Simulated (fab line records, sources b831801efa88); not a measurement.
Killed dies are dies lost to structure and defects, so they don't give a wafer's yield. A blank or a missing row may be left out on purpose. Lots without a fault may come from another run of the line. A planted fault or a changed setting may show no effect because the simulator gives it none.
fab line records | flow sky130
record lots=15 wafers=45 last_day=50
route steps=708 shown FIELD_ISO@5 NWELL@81 SONOS_ONO@182
lots that met no fault: from a run of the same line without faults
start_h: hours from the record's first day to the start of the lot's first wafer shown | wait_h: hours since the lot's step before | " the same as in the row above | L1.1+2: a row that stands for several wafers | - no value, or no start given | * or withheld: withheld | < > ~ a bound
route shown NAME@n: a module of which the file shows steps, and the number in the route of the first | usual: mean/standard deviation of fault-free wafers | same: alike in all rows | chamber/n: place in a boat | sites: the reading at each site | _std_site: their standard deviation | _edge_site: outer sites' mean less inner sites' | radius_mm: how far each site lies from the wafer's centre | mask NAME#n: copy n | behind: the tool/chamber that last shaped the wafer | hold: why the lot was held/for how many hours/how that ended | device: the transistor (n, p or np) that didn't switch | end of line: the same wafers' tests at the end of the route | a step without rows: its recipe alone | killed: dies lost to structure and defects at the first sort, not the wafer's yield | map: a wafer's dies, x killed, . not, _ none there
set.NAME: the setting as run; set.NAME@STEP: as run at that earlier step | model.NAME: the simulator's own value behind a step, which no gauge read
steps of the route over a sample of lots; a table a step, a row a wafer
services: from which hour (start_h, from the record's first day; less than 0 if before it) a tool's chamber was out of use, for how many hours, and why
## steps
# step SKY_FIELD_ISO_THK_MEAS_04
# recipe reads=Si3N4_of_FIELD_ISO_CVD_03
# usual FIELD_ISO_CVD_03_THK=165.6/1.4
# columns lot.wafer tool chamber start_h wait_h FIELD_ISO_CVD_03_THK[nm]
L127.3 film_metro-04 - 18.50 0.0 162.2
L127.5 " - " " 163.1
L127.6 " - " " 162.2
L128.1 film_metro-01 - 24.80 0.0 167.1
L128.2 " - " " 167.2
L128.4 " - " " 166.0
L129.1 film_metro-02 - 28.79 0.0 164.4
L129.4 " - " " 165.0
L129.5 " - " " 164.2
L130.1 film_metro-02 - 33.48 0.0 163.2
L130.2 " - " " 163.4
L130.6 " - " " 165.6
L132.1 film_metro-02 - 43.99 0.0 163.6
L132.5 " - " " 163.8
L132.6 " - " " 163.6
L135.1 film_metro-01 - 58.48 0.0 163.3
L135.3 " - " " 164.4
L135.6 " - " " 164.8
L136.2 film_metro-01 - 63.49 0.0 165.3
L136.3 " - " " 163.5
L136.4 " - " " 165.5
L137.1 film_metro-02 - 68.72 0.0 163.6
L137.2 " - " " 164.4
L137.4 " - " " 164.0
L138.2 film_metro-02 - 73.82 0.0 164.2
L138.3 " - " " 164.7
L138.5 " - " " 165.6
L143.4 film_metro-01 - 98.72 0.0 164.2
L143.5 " - " " 165.1
L143.6 " - " " 165.0
L144.1 film_metro-01 - 104.09 0.0 167.7
L144.5 " - " " 168.3
L144.6 " - " " 165.8
L145.1 film_metro-01 - 109.69 0.0 166.3
L145.5 " - " " 167.1
L145.6 " - " " 165.4
L146.1 film_metro-04 - 114.60 0.0 163.7
L146.2 " - " " 164.9
L146.5 " - " " 166.2
L148.3 film_metro-01 - 124.00 0.0 166.6
L148.4 " - " " 166.4
L148.5 " - " " 166.8
L149.2 film_metro-04 - 131.95 0.0 165.4
L149.3 " - " " 166.2
L149.6 " - " " 164.6
# step SKY_FIELD_ISO_PEB_11
# recipe peb_temp_c=withheld peb_time_s=withheld resist=KrF-thick
# usual chill_plate_temp_C=* exhaust_pa=45.1/0.84
# columns lot.wafer tool chamber start_h wait_h chill_plate_temp_C exhaust_pa
L127.3 litho_track-01 0 32 - * 45.5
L127.5 " 0 " " * 44.5
L127.6 " 0 " " * 43.6
L128.1 litho_track-02 0 39 - * 45.6
L128.2 " 0 " " * 45.9
L128.4 " 0 " " * 46.1
L129.1 litho_track-01 0 43 - * 45.3
L129.4 " 0 44 - * 44.7
L129.5 " 0 " " * 45.6
L130.1 litho_track-02 0 48 - * 44.8
L130.2 " 0 " " * 45.5
L130.6 " 0 " " * 44.7
L132.1 litho_track-01 0 59 - * 46.0
L132.5 " 0 " " * 45.4
L132.6 " 0 " " * 43.6
L135.1 litho_track-01 - 74 - - -
L135.3 " - " " - -
L135.6 " - 75 - - -
L136.2 litho_track-01 - 78 - - -
L136.3 " - " " - -
L136.4 " - " " - -
L137.1 litho_track-03 - 84 - - -
L137.2 " - " " - -
L137.4 " - " " - -
L138.2 litho_track-03 0 90 - * 45.6
L138.3 " 0 " " * 45.1
L138.5 " 0 " " * 46.7
L143.4 litho_track-01 0 116 - * 45.1
L143.5 " 0 " " * 45.0
L143.6 " 0 " " * 45.1
L144.1 litho_track-03 0 122 - * 46.0
L144.5 " 0 " " * 46.0
L144.6 " 0 " " * 45.9
L145.1 litho_track-03 0 127 - * 45.0
L145.5 " 0 " " * 42.4
L145.6 " 0 " " * 44.5
L146.1 litho_track-01 0 132 - * 44.2
L146.2 " 0 " " * 45.1
L146.5 " 0 " " * 44.3
L148.3 litho_track-01 0 142 - * 43.8
L148.4 " 0 " " * 44.5
L148.5 " 0 " " * 45.0
L149.2 litho_track-03 0 151 - * 44.6
L149.3 " 0 " " * 45.7
L149.6 " 0 " " * 44.8
# step SKY_NWELL_RTA_28
# recipe temp_c=1050 time_s=30 idle_temp_c=650 ramp_up_c_per_s=150 ramp_down_c_per_s=90 ambient=N2
# usual lamp_power_pct=25.31/0.055 wafer_temp_C_max=1054.8/1
# same time_s=30
# columns lot.wafer tool chamber start_h wait_h lamp_power_pct wafer_temp_C_max
L127.3 rtp_anneal-02 0 109.45 0.0 25.31 1056.1
L127.5 " 0 " " 25.28 1055.0
L127.6 " 0 " " 25.30 1053.6
L128.1 rtp_anneal-01 0 116.61 0.0 25.37 1054.0
L128.2 " 0 " " 25.34 1054.1
L128.4 " 0 " " 25.38 1054.2
L129.1 rtp_anneal-01 0 122.46 0.0 25.22 1056.4
L129.4 " 0 " " 25.40 1053.2
L129.5 " 0 " " 25.31 1055.2
L130.1 rtp_anneal-01 0 129.91 0.0 25.27 1054.3
L130.2 " 0 " " 25.30 1054.7
L130.6 " 0 " " 25.33 1054.3
L132.1 rtp_anneal-01 0 140.57 0.0 25.25 1054.8
L132.5 " 0 " " 25.33 1054.9
L132.6 " 0 " " 25.32 1055.3
L138.2 rtp_anneal-01 0 175.64 0.0 25.30 1054.7
L138.3 " 0 " " 25.34 1053.6
L138.5 " 0 " " 25.27 1053.7
L143.4 rtp_anneal-02 0 208.91 0.1 25.40 1054.5
L143.5 " 0 " " 25.25 1057.2
L143.6 " 0 " " 25.28 1054.6
L144.1 rtp_anneal-01 0 214.26 0.0 25.40 1055.8
L144.5 " 0 " " 25.33 1055.7
L144.6 " 0 " " 25.23 1054.7
L145.1 rtp_anneal-02 0 216.41 0.0 25.41 1054.6
L145.5 " 0 " " 25.34 1055.1
L145.6 " 0 " " 25.30 1055.1
L146.1 rtp_anneal-01 0 222.66 0.0 25.23 1054.0
L146.2 " 0 " " 25.29 1054.0
L146.5 " 0 " " 25.35 1054.4
L148.3 rtp_anneal-01 0 235.15 0.0 25.36 1054.6
L148.4 " 0 " " 25.26 1053.2
L148.5 " 0 " " 25.32 1054.9
L149.2 rtp_anneal-02 0 243.20 0.0 25.28 1054.5
L149.3 " 0 " " 25.37 1054.4
L149.6 " 0 " " 25.27 1055.2
# step SKY_SONOS_ONO_OVL_MEAS_14
# usual SONOS_ONO_OVL=-0.5/1.3
# columns lot.wafer tool chamber start_h wait_h SONOS_ONO_OVL[nm]
L127.3 overlay-02 - 286.67 0.1 -3.5
L127.5 " - " " -2.0
L127.6 " - " " -1.2
L128.1 overlay-01 - 294.89 0.1 -2.9
L128.2 " - " " -3.6
L128.4 " - " " -3.4
L129.1 overlay-02 - 300.80 0.1 -1.1
L129.4 " - " " -0.2
L129.5 " - " " -0.7
L130.1 overlay-02 - 312.70 0.1 0.5
L130.2 " - " " 0.1
L130.6 " - " " 1.9
L132.1 overlay-01 - 326.94 0.1 -2.1
L132.5 " - " " -1.7
L132.6 " - " " -3.0
L138.2 overlay-02 - 375.05 0.1 -2.1
L138.3 " - " " 0.6
L138.5 " - " " -0.3
L143.4 overlay-02 - 420.61 0.1 -1.5
L143.5 " - " " 0.1
L143.6 " - " " -0.3
L144.1 overlay-01 - 429.09 0.1 2.1
L144.5 " - " " 1.5
L144.6 " - " " 1.3
L145.1 overlay-01 - 433.25 0.1 -1.1
L145.5 " - " " -1.1
L145.6 " - " " -0.8
L146.1 overlay-01 - 438.84 0.1 0.5
L146.2 " - " " 1.5
L146.5 " - " " 0.2
L148.3 overlay-02 - 459.85 0.1 0.8
L148.4 " - " " 0.7
L148.5 " - " " 0.3
L149.2 overlay-01 - 469.61 0.1 -0.3
L149.3 " - " " -1.6
L149.6 " - " " 0.4
## services
# columns tool chamber start_h hours kind
rtp_anneal-01 - 54.71 56.4 pm
## key
first_sign step=SKY_FIELD_ISO_PEB_11 reading=tool_record direction=missing
effect none on later readings
met_at SKY_FIELD_ISO_PEB_11
struck_lots L135,L136,L137
later_rows_left_out L135.1,L135.3,L135.6,L136.2,L136.3,L136.4,L137.1,L137.2,L137.4
sort_left_out L135.1,L135.3,L135.6,L136.2,L136.3,L136.4,L137.1,L137.2,L137.4
tester_left_out L135,L136,L137
not_acting_at SKY_FIELD_ISO_THK_MEAS_04,SKY_NWELL_RTA_28,SKY_SONOS_ONO_OVL_MEAS_14
onset_between 59 74
fault kind=skipped_step_whole tool=litho_track-01,litho_track-03 chamber=- onset_h=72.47 steps=SKY_FIELD_ISO_PEB_11 scope=struck_lots_only
# tester_left_out: of these lots the tester's yield and bins aren't shown, on N5 and GAA mostly nor the transistor test; their killed dies are dies lost to structure and defects alone, not to doping, threshold or leakage, so they don't give the yield
# sort_left_out: the simulated sort isn't trusted on such a fault, so these wafers' sort isn't shown, and their yield isn't known
# later_rows_left_out: the simulator's readings of these wafers behind a module that went badly wrong aren't trusted and aren't shown, but for the sort
